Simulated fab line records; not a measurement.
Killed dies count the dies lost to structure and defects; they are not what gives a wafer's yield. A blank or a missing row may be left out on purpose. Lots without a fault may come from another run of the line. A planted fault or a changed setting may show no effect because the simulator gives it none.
fab line records	flow sky130
record: lots: 6	wafers: 18	last-day: 50
route steps=708 shown POLY_GATE@221 LDD_N@237 LDD_P@255 PAD_OPEN@708
lots untouched by any fault: they come from a run of this same line in which no faults occurred
start-h: start of the lot's first displayed wafer, in hours after the record's first day	wait-h: hours from the lot's prior step to this one	" as in the row above	L1.1+2: a single row standing in for several wafers	- value missing, or start not given	* or withheld: withheld	< > ~ a bound
route shown NAME@n: a module of which the file shows steps, and the number in the route of the first	usual: average and standard deviation across the fault-free wafers	same: alike in all rows	chamber/n: place in a boat	sites: the reading at each site	_std_site: standard deviation of those values	_edge_site: mean of outer sites minus mean of inner sites	radius-mm: how far each site lies from the wafer's centre	mask NAME#n: copy n	behind: the last tool/chamber to shape the wafer	hold: the reason the lot was held/the length of the hold in hours/how it ended	device: the transistor (n, p or np) that didn't switch	end of line: at the end of the route, the tests of the same wafers	a step given without rows: its recipe and nothing more	killed: dies that structure and defects cost at the first sort, which is not the same as the wafer's yield	map: a wafer's dies, marking killed ones x, the rest . and places with no die _
set.NAME: the setting the step ran with; set.NAME@STEP: the setting that earlier step ran with	model.NAME: the simulator's own value behind a step, which no gauge read
certain route steps with their lots: each step a table, each wafer a row
services: a tool's chamber out of use, with start hour (start-h, from the record's first day; less than 0 if before it), hours out, and reason
== steps ==
step: SKY_POLY_GATE_COAT_07
recipe: resist: BARC	temp-c: withheld	time-s: withheld	spin-rpm: 3000	resist-thk-nm: 110
step: SKY_POLY_GATE_COAT_08
recipe: resist: KrF-thick	spin-rpm: 3000	resist-thk-nm: 450
step: SKY_POLY_GATE_SOFTBAKE_09
recipe: temp-c: 100	time-s: 90	resist: KrF-thick
step: SKY_POLY_GATE_EXPOSE_10
recipe: mask-id: P1M	na: 0.68	source-shape: conventional	sigma-outer: 0.6	target-cd-nm: 150	dose-mj: 28
step: SKY_POLY_GATE_PEB_11
recipe: peb-temp-c: withheld	peb-time-s: withheld	resist: KrF-thick
step: SKY_POLY_GATE_DEVELOP_12
recipe: develop-time-s: 60	resist: KrF-thick	dev-temp-c: 21
step: SKY_POLY_GATE_CD_MEAS_13
recipe: target-cd-nm: 150
usual: cd-nm: 150.3/1.5
lot.wafer	tool	chamber	start-h	wait-h	cd-nm
L167.3	cd-sem-01	-	391.50	-	151.0
L167.4	"	-	"	"	150.2
L167.5	"	-	"	"	150.4
L170.1	cd-sem-01	-	417.08	-	153.2
L170.2	"	-	"	"	151.4
L170.3	"	-	"	"	151.7
L176.3	cd-sem-02	-	473.31	-	148.3
L176.5	"	-	"	"	149.5
L176.6	"	-	"	"	149.3
L178.4	cd-sem-01	-	497.48	-	150.5
L178.5	"	-	"	"	151.1
L178.6	"	-	"	"	149.9
L180.2	cd-sem-02	-	500.68	-	149.9
L180.4	"	-	"	"	151.0
L180.5	"	-	"	"	149.6
L187.3	cd-sem-01	-	563.21	-	152.6
L187.4	"	-	"	"	151.3
L187.6	"	-	"	"	154.5
step: SKY_POLY_GATE_OVL_MEAS_14
usual: POLY_GATE_OVL: -2/4.7
lot.wafer	tool	chamber	start-h	wait-h	POLY_GATE_OVL[nm]
L167.3	overlay-02	-	391.59	0.1	-4
L167.4	"	-	"	"	-7
L167.5	"	-	"	"	-10
L170.1	overlay-02	-	417.20	0.1	8
L170.2	"	-	"	"	5
L170.3	"	-	"	"	-4
L176.3	overlay-02	-	473.40	0.1	2
L176.5	"	-	"	"	7
L176.6	"	-	"	"	-1
L178.4	overlay-01	-	497.55	0.1	2
L178.5	"	-	"	"	-5
L178.6	"	-	"	"	-2
L180.2	overlay-02	-	500.78	0.1	2
L180.4	"	-	"	"	-3
L180.5	"	-	"	"	2
L187.3	overlay-01	-	563.30	0.1	-6
L187.4	"	-	"	"	1
L187.6	"	-	"	"	0
step: SKY_POLY_GATE_ETCH_15
recipe: chemistry: N2/H2	target: BARC	ion-energy-ev: 200	source-w: 500	bias-w: 100	pressure-mtorr: 30	n2-flow-sccm: 100	h2-flow-sccm: 200	stop-on: SiO2	time-s: 118.5	target-depth-a: 1100
usual: bias-w: 100.0/0.31	chamber-pressure-mTorr: 30.002/0.027	drypump-motor-current-A: 5.8/0.57	oes-product-au: 0.717/0.0048	throttle-valve-pct: 13.213/0.0093
lot.wafer	tool	chamber	start-h	wait-h	bias-w	chamber-pressure-mTorr	drypump-motor-current-A	oes-product-au	rf-hours-counter-h	throttle-valve-pct
L167.3	rie-diel-03	0	391.61	0.0	100.4	29.995	5.3	0.713	4	13.217
L167.4	"	3	"	"	99.6	30.017	5.2	0.716	2	13.228
L167.5	"	0	"	"	100.2	30.017	5.2	0.713	-	13.215
L170.1	rie-diel-03	2	417.24	0.0	100.1	30.007	6.7	0.715	12	13.204
L170.2	"	3	"	"	99.9	30.031	5.2	0.718	2	13.208
L170.3	"	0	"	"	99.7	29.949	5.3	0.719	4	13.211
L176.3	rie-diel-01	0	473.42	0.0	99.8	30.002	6.4	0.712	6	13.217
L176.5	"	0	"	"	99.6	30.031	6.4	0.715	-	13.189
L176.6	"	3	"	"	99.7	29.926	5.4	0.728	-	13.219
L178.4	rie-diel-02	2	497.57	0.0	99.8	29.997	5.9	0.719	36	13.201
L178.5	"	1	"	"	100.5	30.020	5.0	0.717	-	13.208
L178.6	"	0	"	"	100.1	29.966	5.5	0.715	-	13.206
L180.2	rie-diel-01	1	500.81	0.0	99.9	29.995	5.7	0.716	3	13.221
L180.4	"	3	"	"	100.2	30.015	5.4	0.727	4	13.207
L180.5	"	0	"	"	100.2	29.996	6.4	0.726	-	13.224
L187.3	rie-diel-03	1	563.32	0.0	100.0	29.948	6.6	0.730	2	13.221
L187.4	"	3	"	"	100.0	29.980	5.2	0.716	5	13.210
L187.6	"	0	"	"	99.9	30.018	5.3	0.715	-	13.210
step: SKY_POLY_GATE_ETCH_16
recipe: stop-on: poly-Si	chemistry: CH3F/O2	target: Si3N4	source-w: 400	bias-w: 80	pressure-mtorr: 25	ch3f-flow-sccm: 40	O2_flow_sccm: 30	time-s: 147.5	target-depth-a: 750
usual: bias-w: 80.00/0.24	chamber-pressure-mTorr: 24.998/0.022	drypump-motor-current-A: 5.8/0.56	oes-product-au: 0.639/0.0053	throttle-valve-pct: 10.535/0.0093
lot.wafer	tool	chamber	start-h	wait-h	bias-w	chamber-pressure-mTorr	drypump-motor-current-A	oes-product-au	rf-hours-counter-h	throttle-valve-pct
L167.3	rie-diel-03	0	391.70	0.0	79.73	25.004	5.2	0.633	4	10.541
L167.4	"	3	"	"	80.14	24.993	5.2	0.646	2	10.538
L167.5	"	0	"	"	80.40	24.934	5.2	0.647	-	10.532
L170.1	rie-diel-03	2	417.32	0.0	79.79	25.035	6.7	0.636	12	10.519
L170.2	"	3	"	"	79.89	24.982	5.2	0.640	2	10.524
L170.3	"	0	"	"	79.70	25.010	5.3	0.644	4	10.540
L176.3	rie-diel-01	0	473.50	0.0	79.77	25.016	6.4	0.640	6	10.536
L176.5	"	0	"	"	80.08	24.976	6.4	0.642	-	10.530
L176.6	"	3	"	"	80.09	24.957	5.4	0.640	-	10.549
L178.4	rie-diel-02	2	497.65	0.0	80.19	24.995	5.9	0.630	36	10.535
L178.5	"	1	"	"	80.16	25.017	4.9	0.641	-	10.540
L178.6	"	0	"	"	79.89	24.979	5.5	0.638	-	10.544
L180.2	rie-diel-01	1	500.90	0.0	80.24	24.987	5.7	0.643	3	10.526
L180.4	"	3	"	"	79.71	24.995	5.3	0.642	4	10.530
L180.5	"	0	"	"	79.83	25.010	6.4	0.639	-	10.527
L187.3	rie-diel-03	1	563.40	0.0	80.26	24.978	6.6	0.636	2	10.546
L187.4	"	3	"	"	79.92	24.990	5.2	0.637	5	10.532
L187.6	"	0	"	"	80.22	25.005	5.2	0.641	-	10.520
step: SKY_POLY_GATE_ETCH_17
recipe: target-depth-nm: 180	stop-on: SiO2	over-etch-frac: 0.56667	chemistry: HBr/Cl2	target: poly-Si	icp-w: 400	bias-w: 100	pressure-mtorr: 10	HBr_flow_sccm: 150	Cl2_flow_sccm: 50	time-s: 70.5
usual: bias-w: 100.0/0.31	chamber-pressure-mTorr: 10.000/0.0087	drypump-motor-current-A: 5.8/0.37	oes-product-au: 0.984/0.0072	throttle-valve-pct: 33.684/0.0085
lot.wafer	tool	chamber	start-h	wait-h	bias-w	chamber-pressure-mTorr	drypump-motor-current-A	oes-product-au	rf-hours-counter-h	throttle-valve-pct
L167.3	rie-si-01	2	391.79	0.0	100.6	9.998	5.6	0.978	63	33.683
L167.4	"	0	"	"	99.8	9.997	6.0	0.979	1	33.674
L167.5	"	3	"	"	100.3	9.994	6.0	0.980	-	33.683
L170.1	rie-si-01	3	417.42	0.0	99.8	10.015	6.0	0.989	2	33.699
L170.2	"	2	"	"	100.0	10.003	5.6	0.987	64	33.677
L170.3	"	1	"	"	100.2	10.000	5.9	0.990	1	33.680
L176.3	rie-si-01	1	473.60	0.0	100.1	10.018	5.9	0.999	2	33.673
L176.5	"	1	"	"	100.3	9.986	5.9	0.989	-	33.682
L176.6	"	0	"	"	100.1	9.989	6.1	0.978	-	33.676
L178.4	rie-si-02	2	497.75	0.0	100.0	10.007	5.5	0.976	1	33.676
L178.5	"	2	"	"	100.2	9.997	5.4	0.988	-	33.681
L178.6	"	1	"	"	100.0	10.003	6.4	0.984	-	33.678
L180.2	rie-si-01	3	500.99	0.0	100.4	10.002	6.1	0.988	3	33.680
L180.4	"	2	"	"	100.0	9.989	5.6	0.993	0	33.676
L180.5	"	2	"	"	100.1	10.006	5.6	0.992	-	33.687
L187.3	rie-si-01	3	563.50	0.0	99.5	10.022	6.1	0.997	3	33.696
L187.4	"	2	"	"	99.6	10.001	5.6	0.991	-	33.668
L187.6	"	3	"	"	99.4	10.003	6.1	0.993	-	33.681
step: SKY_POLY_GATE_STRIP_18
recipe: chemistry: O2/N2	power-w: 1400	pressure-mtorr: 1500	platen-temp-c: withheld	o2-flow-sccm: 3000	n2-flow-sccm: 300	overash-fraction: 0.5
usual: chamber-pressure-mTorr: 1500.1/1.4	drypump-motor-current-A: 5.7/0.39	oes-product-au: 0.361/0.0047	strip-time-to-endpoint-s: 3.177/0.029
same: overash-fraction: 0.5
lot.wafer	tool	chamber	start-h	wait-h	chamber-pressure-mTorr	drypump-motor-current-A	oes-product-au	rf-hours-counter-h	strip-time-to-endpoint-s
L167.3	plasma-asher-03	0	391.88	0.1	1500.1	5.5	0.367	-	3.214
L167.4	"	1	"	"	1498.6	6.0	0.360	-	3.224
L167.5	"	0	"	"	1499.8	5.4	0.371	-	3.190
L170.1	plasma-asher-03	0	417.47	0.0	1501.8	5.5	0.357	61	3.194
L170.2	"	1	"	"	1501.8	6.0	0.355	61	3.180
L170.3	"	0	"	"	1501.0	5.5	0.366	-	3.184
L176.3	plasma-asher-01	0	473.69	0.1	1501.9	5.5	0.358	-	3.158
L176.5	"	0	"	"	1500.7	5.5	0.360	-	3.162
L176.6	"	1	"	"	1501.8	6.1	0.364	-	3.151
L178.4	plasma-asher-03	0	497.84	0.1	1501.0	5.5	0.356	-	3.179
L178.5	"	0	"	"	1499.7	5.5	0.358	-	3.140
L178.6	"	1	"	"	1500.1	6.0	0.359	-	3.154
L180.2	plasma-asher-01	1	501.05	0.0	1496.6	6.1	0.360	7	3.137
L180.4	"	1	"	"	1500.4	6.1	0.357	-	3.149
L180.5	"	0	"	"	1498.8	5.5	0.358	-	3.183
L187.3	plasma-asher-01	1	563.59	0.1	1497.9	6.2	0.366	-	3.173
L187.4	"	0	"	"	1498.1	5.5	0.358	-	3.127
L187.6	"	0	"	"	1500.2	5.5	0.366	-	3.170
step: SKY_POLY_GATE_CLEAN_19
recipe: chemistry: SC1/SC2	mix: 1:4:20	temp-c: 70	time-s: 150	dry: n2-spin
lot.wafer	tool	chamber	start-h	wait-h
L167.3+4+5	wet-bench-04	1	391.95	0.0
L170.1+2+3	wet-bench-03	0	417.57	0.1
L176.3+5+6	wet-bench-03	1	473.76	0.0
L178.4+5+6	wet-bench-01	2	497.91	0.0
L180.2+4+5	wet-bench-03	1	501.15	0.1
L187.3+4+6	wet-bench-03	0	563.66	0.0
step: SKY_POLY_GATE_OXIDATION_20
recipe: temp-c: 850	ambient: O2	stabilise-s: 600	purge-s: 300	target-thk-a: 40	ox-time-s: 899
step: SKY_POLY_GATE_THK_MEAS_21
recipe: reads: SiO2_of_POLY_GATE_OXIDATION_20
usual: POLY_GATE_OXIDATION_THK: 4.00/0.077
lot.wafer	tool	chamber	start-h	wait-h	POLY_GATE_OXIDATION_THK[nm]
L167.3	film-metro-02	-	393.86	0.0	4.03
L167.4	"	-	"	"	4.05
L167.5	"	-	"	"	4.17
L170.1	film-metro-02	-	418.92	0.0	4.11
L170.2	"	-	"	"	4.04
L170.3	"	-	"	"	4.05
L176.3	film-metro-01	-	475.90	0.0	3.96
L176.5	"	-	"	"	3.93
L176.6	"	-	"	"	4.01
L178.4	film-metro-03	-	499.24	0.0	4.02
L178.5	"	-	"	"	4.05
L178.6	"	-	"	"	4.07
L180.2	film-metro-03	-	502.46	0.0	3.99
L180.4	"	-	"	"	4.02
L180.5	"	-	"	"	4.03
L187.3	film-metro-02	-	564.98	0.0	4.03
L187.4	"	-	"	"	4.06
L187.6	"	-	"	"	3.98
step: SKY_POLY_GATE_CD_MEAS_22
usual: cd-nm: 150.9/1.9
lot.wafer	tool	chamber	start-h	wait-h	cd-nm
L167.3	cd-sem-02	-	393.96	0.1	153.1
L167.4	"	-	"	"	151.4
L167.5	"	-	"	"	153.7
L170.1	cd-sem-01	-	418.98	0.1	152.4
L170.2	"	-	"	"	151.4
L170.3	"	-	"	"	153.7
L176.3	cd-sem-01	-	475.99	0.1	149.4
L176.5	"	-	"	"	150.2
L176.6	"	-	"	"	149.4
L178.4	cd-sem-02	-	499.35	0.1	150.2
L178.5	"	-	"	"	151.6
L178.6	"	-	"	"	149.6
L180.2	cd-sem-02	-	502.54	0.1	148.8
L180.4	"	-	"	"	153.5
L180.5	"	-	"	"	151.7
L187.3	cd-sem-01	-	565.08	0.1	153.2
L187.4	"	-	"	"	152.7
L187.6	"	-	"	"	156.0
step: SKY_LDD_N_DEHYDRATE_00
recipe: temp-c: 200	time-s: 60
step: SKY_LDD_N_HMDS_01
recipe: prime-time-s: 60	prime-temp-c: 120
step: SKY_LDD_N_COAT_02
recipe: resist: NOVOLAK	spin-rpm: 3000	resist-thk-nm: 300
step: SKY_LDD_N_SOFTBAKE_03
recipe: temp-c: 90	time-s: 60	resist: NOVOLAK
step: SKY_LDD_N_EXPOSE_04
recipe: mask-id: NTM	target-cd-nm: 840	na: 0.6	source-shape: conventional	sigma-outer: 0.6	dose-mj: 110
step: SKY_LDD_N_PEB_05
recipe: temp-c: withheld	time-s: *	resist: NOVOLAK
step: SKY_LDD_N_DEVELOP_06
recipe: develop-time-s: 60	dev-temp-c: 23
step: SKY_LDD_N_OVL_MEAS_07
usual: LDD_N_OVL: 0.6/1.2
lot.wafer	tool	chamber	start-h	wait-h	LDD_N_OVL[nm]
L167.3	overlay-02	-	423.98	0.1	1.9
L167.4	"	-	"	"	1.8
L167.5	"	-	"	"	2.7
L170.1	overlay-01	-	449.32	0.1	0.5
L170.2	"	-	"	"	0.1
L170.3	"	-	"	"	0.6
L176.3	overlay-02	-	506.68	0.1	0.4
L176.5	"	-	"	"	1.2
L176.6	"	-	"	"	-0.6
L178.4	overlay-01	-	529.58	0.1	-1.3
L178.5	"	-	"	"	-0.9
L178.6	"	-	"	"	1.1
L180.2	overlay-02	-	532.86	0.1	0.0
L180.4	"	-	"	"	0.2
L180.5	"	-	"	"	-0.5
L187.3	overlay-01	-	593.97	0.1	-1.5
L187.4	"	-	"	"	-1.4
L187.6	"	-	"	"	-0.8
step: SKY_LDD_N_IMPLANT_08
recipe: species: As	energy-kev: 20	dose-cm2: 7.5e+13	tilt-deg: withheld	rotation-deg: 23
step: SKY_LDD_N_IMPLANT_09
recipe: species: As	energy-kev: 20	dose-cm2: 7.5e+13	tilt-deg: withheld	rotation-deg: 113
step: SKY_LDD_N_IMPLANT_10
recipe: species: As	energy-kev: 20	dose-cm2: 7.5e+13	tilt-deg: withheld	rotation-deg: 203
step: SKY_LDD_N_IMPLANT_11
recipe: species: As	energy-kev: 20	dose-cm2: 7.5e+13	tilt-deg: withheld	rotation-deg: 293
step: SKY_LDD_N_IMPLANT_12
recipe: species: BF2	energy-kev: 50	dose-cm2: 5e+12	tilt-deg: 30	rotation-deg: 0
step: SKY_LDD_N_IMPLANT_13
recipe: species: BF2	energy-kev: 50	dose-cm2: 5e+12	tilt-deg: 30	rotation-deg: 90
step: SKY_LDD_N_IMPLANT_14
recipe: species: BF2	energy-kev: 50	dose-cm2: 5e+12	tilt-deg: 30	rotation-deg: 180
step: SKY_LDD_N_IMPLANT_15
recipe: species: BF2	energy-kev: 50	dose-cm2: 5e+12	tilt-deg: 30	rotation-deg: 270
step: SKY_LDD_N_STRIP_16
recipe: chemistry: O2/N2	power-w: 1400	pressure-mtorr: 1500	platen-temp-c: withheld	o2-flow-sccm: 3000	n2-flow-sccm: 300	overash-fraction: 0.5
usual: chamber-pressure-mTorr: 1500.1/1.4	drypump-motor-current-A: 5.6/0.4	oes-product-au: 0.407/0.0046	strip-time-to-endpoint-s: 4.318/0.016
same: overash-fraction: 0.5
lot.wafer	tool	chamber	start-h	wait-h	chamber-pressure-mTorr	drypump-motor-current-A	oes-product-au	rf-hours-counter-h	strip-time-to-endpoint-s
L167.3	plasma-asher-03	1	425.24	0.1	1500.4	5.9	0.402	-	4.294
L167.4	"	0	"	"	1498.6	5.4	0.402	-	4.331
L167.5	"	0	"	"	1499.1	5.5	0.412	-	4.340
L170.1	plasma-asher-02	0	450.55	0.1	1499.2	6.0	0.408	32	4.312
L170.2	"	1	"	"	1501.0	4.9	0.406	32	4.292
L170.3	"	1	"	"	1501.1	4.9	0.406	-	4.289
L176.3	plasma-asher-03	0	507.94	0.1	1497.9	5.5	0.407	-	4.312
L176.5	"	0	"	"	1499.5	5.5	0.405	-	4.321
L176.6	"	1	"	"	1500.1	5.9	0.412	-	4.327
L178.4	plasma-asher-02	0	530.84	0.1	1499.8	6.0	0.412	-	4.305
L178.5	"	0	"	"	1500.0	6.0	0.402	-	4.319
L178.6	"	1	"	"	1499.7	4.9	0.401	-	4.318
L180.2	plasma-asher-03	0	534.09	0.1	1499.3	5.5	0.411	74	4.339
L180.4	"	1	"	"	1500.4	6.0	0.411	-	4.339
L180.5	"	0	"	"	1501.7	5.4	0.406	-	4.332
L187.3	plasma-asher-02	1	595.23	0.1	1502.3	4.9	0.411	-	4.313
L187.4	"	0	"	"	1502.4	6.0	0.407	-	4.289
L187.6	"	0	"	"	1501.1	6.0	0.406	-	4.301
step: SKY_LDD_N_TW_MEAS_17
usual: LDD_N_TW: 2608/17
lot.wafer	tool	chamber	start-h	wait-h	LDD_N_TW
L167.3	film-metro-03	-	425.32	0.1	2633
L167.4	"	-	"	"	2615
L167.5	"	-	"	"	2618
L170.1	film-metro-02	-	450.65	0.1	2592
L170.2	"	-	"	"	2581
L170.3	"	-	"	"	2577
L176.3	film-metro-03	-	508.02	0.1	2608
L176.5	"	-	"	"	2618
L176.6	"	-	"	"	2625
L178.4	film-metro-03	-	530.93	0.1	2619
L178.5	"	-	"	"	2629
L178.6	"	-	"	"	2621
L180.2	film-metro-03	-	534.21	0.1	2640
L180.4	"	-	"	"	2623
L180.5	"	-	"	"	2625
L187.3	film-metro-02	-	595.31	0.1	2593
L187.4	"	-	"	"	2595
L187.6	"	-	"	"	2588
step: SKY_LDD_P_DEHYDRATE_00
recipe: temp-c: 200	time-s: 60
step: SKY_LDD_P_HMDS_01
recipe: prime-time-s: 60	prime-temp-c: 120
step: SKY_LDD_P_COAT_02
recipe: resist: NOVOLAK	spin-rpm: 3000	resist-thk-nm: 1140
step: SKY_LDD_P_SOFTBAKE_03
recipe: temp-c: 90	time-s: 60	resist: NOVOLAK
step: SKY_LDD_P_EXPOSE_04
recipe: mask-id: PSDM	na: 0.6	source-shape: conventional	sigma-outer: 0.6	polarization: unpolarized	target-cd-nm: 380	dose-mj: 138
step: SKY_LDD_P_PEB_05
recipe: temp-c: withheld	time-s: *	resist: NOVOLAK
step: SKY_LDD_P_DEVELOP_06
recipe: resist: NOVOLAK	developer: TMAH	develop-time-s: 60	dev-temp-c: 23
step: SKY_LDD_P_CD_MEAS_07
recipe: target-cd-nm: 380
usual: cd-nm: 379.8/2.6
lot.wafer	tool	chamber	start-h	wait-h	cd-nm
L167.3	cd-sem-01	-	455.52	0.1	383.5
L167.4	"	-	"	"	382.2
L167.5	"	-	"	"	382.7
L170.1	cd-sem-01	-	481.92	0.1	377.5
L170.2	"	-	"	"	376.5
L170.3	"	-	"	"	376.5
L176.3	cd-sem-01	-	537.76	0.1	380.3
L176.5	"	-	"	"	381.1
L176.6	"	-	"	"	381.8
L178.4	cd-sem-02	-	561.18	0.1	377.3
L178.5	"	-	"	"	377.0
L178.6	"	-	"	"	378.4
L180.2	cd-sem-02	-	564.09	0.1	377.4
L180.4	"	-	"	"	375.8
L180.5	"	-	"	"	380.4
L187.3	cd-sem-02	-	623.66	0.1	379.2
L187.4	"	-	"	"	380.1
L187.6	"	-	"	"	381.6
step: SKY_PAD_OPEN_PROBE_99
usual: killed_at_M0_to_M3: 44/6.9	killed_at_M4_up: 3.1/1.7	killed-at-contacts: 25/5.6	killed-at-front-end: 14/4.3	killed-at-other: 0.3/0.51	killed-dies: 86/9.8	killed-on-rim: 17/3.8	killed-open: 47/6.5	killed-short: 39/6.6
same: gross-dies: 492	killed-at-back-side: 0
lot.wafer	tool	chamber	start-h	wait-h	killed_at_M0_to_M3	killed_at_M4_up	killed-at-contacts	killed-at-front-end	killed-at-other	killed-dies	killed-on-rim	killed-open	killed-short
L170.1	prober-01	-	1116.51	0.1	52	4	28	19	0	103	23	61	42
L170.2	prober-01	-	1116.56	0.1	64	1	26	17	0	108	14	67	41
L170.3	prober-01	-	1116.61	0.2	45	2	23	12	0	82	14	45	37
L176.3	prober-02	-	1154.97	0.2	38	6	35	42	0	121	33	56	40
L176.5	prober-02	-	1155.07	0.2	46	2	20	37	1	106	29	44	41
L176.6	prober-02	-	1155.12	0.2	48	4	27	30	1	110	31	40	47
L178.4	prober-01	-	1167.19	0.2	44	4	26	18	0	92	19	54	38
L178.5	prober-01	-	1167.24	0.2	36	3	32	15	0	86	13	44	42
L178.6	prober-01	-	1167.29	0.2	51	4	29	14	0	98	16	52	46
L180.2	prober-02	-	1172.92	0.1	44	1	20	32	0	97	28	35	42
L180.4	prober-02	-	1173.02	0.2	40	5	25	36	0	106	24	43	39
L180.5	prober-02	-	1173.07	0.2	39	2	23	31	0	95	26	46	31
killed by level:class
L170.1 VIA1:geometric-particle:open=19 VIA2:geometric-particle:open=9 CONTACT:geometric-particle:open=8 LI_CONTACT:geometric-particle:open=8 CONTACT:geometric-particle:short=7 POLY_GATE:geometric-particle:open=6 METAL2:geometric-particle:short=6 METAL1:geometric-particle:short=5
L170.2 VIA1:geometric-particle:open=15 VIA3:geometric-particle:open=13 CONTACT:geometric-particle:open=9 VIA1:geometric-particle:short=8 VIA2:geometric-particle:open=8 LI_CONTACT:geometric-particle:open=7 METAL2:geometric-particle:short=7 FIELD_ISO:geometric-particle:open=6
L170.3 CONTACT:geometric-particle:open=9 VIA2:geometric-particle:open=9 VIA1:geometric-particle:open=9 FIELD_ISO:geometric-particle:short=6 METAL2:geometric-particle:short=6 VIA3:geometric-particle:open=6 LOCAL_INTERCONNECT:geometric-particle:short=5 CONTACT:geometric-particle:short=5
L176.3 POLY_GATE:unspecified=25 CONTACT:geometric-particle:open=12 VIA3:geometric-particle:open=11 LI_CONTACT:geometric-particle:open=9 VIA1:geometric-particle:open=9 FIELD_ISO:geometric-particle:open=5 CONTACT:geometric-particle:short=5 METAL1:geometric-particle:short=5
L176.5 POLY_GATE:unspecified=21 VIA1:geometric-particle:open=8 POLY_GATE:geometric-particle:open=6 LOCAL_INTERCONNECT:geometric-particle:short=6 VIA3:geometric-particle:short=6 VIA3:geometric-particle:open=6 METAL2:geometric-particle:short=5 LI_CONTACT:geometric-particle:open=5
L176.6 POLY_GATE:unspecified=23 CONTACT:geometric-particle:open=12 METAL1:geometric-particle:short=11 METAL2:geometric-particle:short=7 VIA1:geometric-particle:open=6 LI_CONTACT:geometric-particle:short=5 VIA2:geometric-particle:open=5 VIA1:geometric-particle:short=4
L178.4 CONTACT:geometric-particle:open=13 VIA1:geometric-particle:open=12 FIELD_ISO:geometric-particle:open=9 METAL1:geometric-particle:short=8 CONTACT:geometric-particle:short=6 VIA1:geometric-particle:short=5 LI_CONTACT:geometric-particle:open=4 VIA2:geometric-particle:open=4
L178.5 CONTACT:geometric-particle:open=13 CONTACT:geometric-particle:short=11 FIELD_ISO:geometric-particle:open=6 VIA2:geometric-particle:short=6 METAL1:geometric-particle:short=5 LI_CONTACT:geometric-particle:open=5 VIA3:geometric-particle:open=4 FIELD_ISO:geometric-particle:short=3
L178.6 VIA1:geometric-particle:open=12 VIA2:geometric-particle:open=9 CONTACT:geometric-particle:open=8 VIA1:geometric-particle:short=8 LI_CONTACT:geometric-particle:open=6 METAL1:geometric-particle:short=6 LOCAL_INTERCONNECT:geometric-particle:short=5 CONTACT:geometric-particle:short=5
L180.2 POLY_GATE:unspecified=20 LI_CONTACT:geometric-particle:open=9 METAL2:geometric-particle:short=9 VIA1:geometric-particle:open=8 POLY_GATE:geometric-particle:short=7 METAL1:geometric-particle:short=5 CONTACT:geometric-particle:open=5 VIA3:geometric-particle:open=5
L180.4 POLY_GATE:unspecified=24 VIA1:geometric-particle:open=14 CONTACT:geometric-particle:open=9 LI_CONTACT:geometric-particle:open=6 POLY_GATE:geometric-particle:open=4 LOCAL_INTERCONNECT:geometric-particle:short=4 CONTACT:geometric-particle:short=4 VIA1:geometric-particle:short=4
L180.5 POLY_GATE:unspecified=18 VIA1:geometric-particle:open=11 LI_CONTACT:geometric-particle:open=9 CONTACT:geometric-particle:open=9 VIA2:geometric-particle:open=8 METAL1:geometric-particle:short=6 FIELD_ISO:geometric-particle:open=4 POLY_GATE:geometric-particle:short=4
map L176.3 (x killed, . not)
__________x.x......x_________
________..x..x...x...x_______
______xxxx.....x........_____
_____xxxx....x.xxx.......____
____xxxxx.x...x......x...x___
___xxxxx...x..x....x.....x.__
__xxxx.x.x.....x...xxx...x.._
_.x.x.x....x..x..x........x.x
_.x.x........x..........x....
_...x....x.x.x......x........
_.........x.x.......x..x.....
_...................x.......x
_.x.xx...x...xxx.x.xx..xx.xxx
_..x....x......x............x
_x...x..x....x..........x...x
__.......x.............x...._
___.x...x..............xx..__
____...x.x................___
_____.xx....x............____
______.x.x.x.x.....xx..._____
________.......xx..xx._______
__________x.x......x_________
map L180.4 (x killed, . not)
__________..x..xx..x_________
________x............._______
______xx.x....xxx......._____
_____xxx.x.....xx.....x.x____
____xxxxx.................___
___xxxx.xx....xx....x......__
__xxxx.x...x........x..x...._
_.x.xxx.......x...........x..
_..........x.xx..............
_xxx...x........xxx.x....x...
_..x.....x..x.....x.x....x...
_.............x.........xx...
_.x.....................xx...
_..x..........x..x......x....
_........xx.x.x..x...x..xx...
__....xxx...x..xx..........._
___x......xx........x......__
____..................xx..___
_____.....x......x...xx..____
______.x........x.....x._____
________..x....x......_______
__________.x.x......_________
== services ==
tool	chamber	start-h	hours	kind
wet-bench-04	-	380.03	4.8	repair
rie-diel-03	1	393.82	9.3	repair
rie-diel-01	-	409.39	0.5	repair
plasma-asher-02	-	410.74	14.6	pm
plasma-asher-01	-	421.25	9.0	pm
rie-diel-01	2	431.79	2.5	repair
plasma-asher-02	-	433.39	2.1	repair
plasma-asher-02	-	436.63	2.0	repair
rie-diel-01	3	437.32	3.1	repair
rie-si-01	0	441.52	5.5	repair
rie-diel-01	-	453.17	0.2	repair
rie-diel-03	3	458.60	1.3	repair
rie-diel-03	-	469.85	0.1	repair
rie-diel-02	1	493.51	1.4	repair
plasma-asher-01	-	502.42	0.4	repair
plasma-asher-01	-	502.81	2.8	pm
rie-diel-03	1	504.86	14.1	repair
rie-diel-03	2	509.66	6.0	repair
rie-diel-01	-	515.26	0.2	repair
plasma-asher-03	-	524.78	6.5	repair
plasma-asher-02	-	557.36	2.8	pm
rie-si-01	0	561.28	6.2	repair
rie-diel-02	2	564.81	5.3	repair
rie-diel-03	2	586.28	15.3	repair
== key ==
first-sign: step: SKY_PAD_OPEN_PROBE_99	reading: killed-at-front-end	direction: up	sigmas: 4.7	usual: 14	struck: 35
effect: step: SKY_PAD_OPEN_PROBE_99	reading: killed-dies	direction: up	sigmas: 2	usual: 86	struck: 106	wafers-moved: 3
met-at SKY_POLY_GATE_CLEAN_19
struck-wafers L176.3,L176.5,L176.6,L180.2,L180.4,L180.5
tester-left-out L176,L180
also-fits SKY_POLY_GATE_ETCH_15:rie-diel-01,SKY_POLY_GATE_ETCH_16:rie-diel-01,SKY_LDD_N_STRIP_16:plasma-asher-03
fault: kind: chamber-particle-source	tool: wet-bench-03	chamber: 1	onset-h: 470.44	steps: SKY_POLY_GATE_CLEAN_19	rate-per-visit-cm2: 0.88024	end-h: 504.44
tester-left-out: of these lots the tester's yield and bins aren't shown, on N5 and GAA mostly nor the transistor test; their killed dies are dies lost to structure and defects alone, not to doping, threshold or leakage, so they don't give the yield
